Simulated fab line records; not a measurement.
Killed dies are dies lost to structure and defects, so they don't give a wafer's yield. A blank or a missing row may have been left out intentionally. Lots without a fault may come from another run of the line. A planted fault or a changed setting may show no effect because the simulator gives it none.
Which tool was responsible?	flow gf180mcu	route of 602 steps, sampled at 1 step: 7 lots, 21 wafers

== WHAT THE GAUGES READ, wafer by wafer ==
GF_CONTACT_THK_MEAS_26: measures by xrf.
lot	measured	on	CONTACT_W_THK (nm)
L253	day 17 02:35	film-metro-03	309 308 309
L255	day 17 21:09	film-metro-04	302 301 301
L257	day 18 07:41	film-metro-04	297 302 301
L265	day 21 07:18	film-metro-04	305 308 306
L270	day 23 00:56	film-metro-04	303 304 303
L272	day 23 22:43	film-metro-03	311 307 307
L274	day 24 06:37	film-metro-03	304 298 307

== TOOL THAT RAN EACH LOT (tool first, then ch and the chambers of the sampled wafers, then the start) ==
There is no process step in the record ahead of these readings.

== THE ANSWER, worked out from the rows above alone ==
Rule: usual is defined by the lots themselves. The widest of any qualifying gaps counts: lots, ordered by their means at a reading, are off when they make up no more than a third of the lots, leave a main group of 4 or more, and stand apart from it by 3 or more times the standard deviation of that group's means. The tables above print the reading to a certain number of digits; a main group whose means all agree to those digits is not used. A lot without any number at a reading at which 4 lots or more have one is off too. All remaining lots with rows at the step are treated as sound.
Nothing can be told from this: no lot is off at any reading shown.

== WHAT THE SIMULATOR HAD INSERTED ==
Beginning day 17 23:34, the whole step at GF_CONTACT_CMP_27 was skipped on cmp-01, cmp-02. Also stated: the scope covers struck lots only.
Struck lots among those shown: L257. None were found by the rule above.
